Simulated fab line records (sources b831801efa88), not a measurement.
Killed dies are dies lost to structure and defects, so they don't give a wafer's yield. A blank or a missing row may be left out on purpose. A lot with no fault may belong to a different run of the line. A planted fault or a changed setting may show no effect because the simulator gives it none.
Split-lot study ; flow gf180mcu ; on a route of 602 steps: 5 lots, 27 wafers read

== THE SPLIT ==
At GF_M1_SPUTTER_04 (material TiN, target thk 50 nm, time 41.7 s), the setting time s was moved away from the recipe's 41.7 s on 9 of the 27 wafers read, by -42.0% to -27.9%. All remaining wafers had this setting at the recipe value.

Between the split and the reading, the file records no step.

== THE READING ==
M1_ALCU_THK, in nm, at GF_M1_THK_MEAS_06 (measures by xrf). Typical for fault-free wafers on this fab line: 443 nm, with standard deviation 5.1 nm.

wafer;tool, chamber at the split;time s as run, s;against the recipe;M1_ALCU_THK, nm;against lot-mates on the recipe
L074.1;pvd sputter-04, -;41.7;recipe;441;-
L074.2;pvd sputter-04, -;30.05;-27.9%;459;+14
L074.3;pvd sputter-04, -;41.7;recipe;445;-
L074.4;pvd sputter-04, -;30.05;-27.9%;455;+10
L074.5;pvd sputter-04, -;41.7;recipe;449;-
L074.6;pvd sputter-04, -;30.05;-27.9%;453;+8
L076.1;pvd sputter-04, -;41.7;recipe;444;-
L076.2;pvd sputter-04, -;41.7;recipe;439;-
L076.4;pvd sputter-04, -;41.7;recipe;443;-
L080.1;pvd sputter-01, -;28.57;-31.5%;447;+10
L080.2;pvd sputter-01, -;41.7;recipe;438;-
L080.3;pvd sputter-01, -;41.7;recipe;440;-
L080.4;pvd sputter-01, -;28.57;-31.5%;451;+14
L080.5;pvd sputter-01, -;41.7;recipe;434;-
L080.6;pvd sputter-01, -;28.57;-31.5%;450;+13
L083.1;pvd sputter-01, -;41.7;recipe;441;-
L083.2;pvd sputter-01, -;41.7;recipe;437;-
L083.3;pvd sputter-01, -;41.7;recipe;433;-
L083.4;pvd sputter-01, -;41.7;recipe;436;-
L083.5;pvd sputter-01, -;41.7;recipe;434;-
L083.6;pvd sputter-01, -;41.7;recipe;441;-
L085.1;pvd sputter-01, -;41.7;recipe;443;-
L085.2;pvd sputter-01, -;24.19;-42.0%;472;+31
L085.3;pvd sputter-01, -;41.7;recipe;440;-
L085.4;pvd sputter-01, -;41.7;recipe;440;-
L085.5;pvd sputter-01, -;24.19;-42.0%;466;+25
L085.6;pvd sputter-01, -;24.19;-42.0%;461;+20

THE FIT
A straight line over all 27 wafers: M1_ALCU_THK changes by -0.529 nm for each +1% of time s; r = -0.88; the points scatter about the line by 4.9 nm.
The same after taking each lot's own level away (the mean of its wafers on the recipe; 27 wafers): -0.501 nm for each +1%; r = -0.92; scatter 3.7 nm.
According to that fit, moving time s by its largest amount changes the reading by 21 nm.
From 437.0 to 445.0 nm: that is the span of the lots' own levels, equal to 1.6 times the standard deviation above.
Hence the lot-to-lot level has little effect on the slope; both slopes agree.
Check: with one of the wafers moved furthest among these (-42.0%) left out of the fit, the line predicts +18.6 nm for it against its lot-mates. Against them it came out at +31 nm.

== THE WHOLE CHAIN: every reading that the file lists as answering this split, in the file's order ==
step;what it does;reading;change (the file's fit);r (the file's)
GF_M1_SPUTTER_04;material TiN, target thk 50 nm, time 41.7 s;TiN_of_M1_SPUTTER_04.thk nm (the simulator's own value, which no gauge read);+0.507 nm for each +1% of the setting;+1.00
GF_M1_THK_MEAS_06;measures by xrf;M1_ALCU_THK;-0.484 for each +1% of the setting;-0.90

== FILE'S OWN FIT ==
M1_ALCU_THK changes by -0.484 nm for each +1% of time s, r = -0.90.
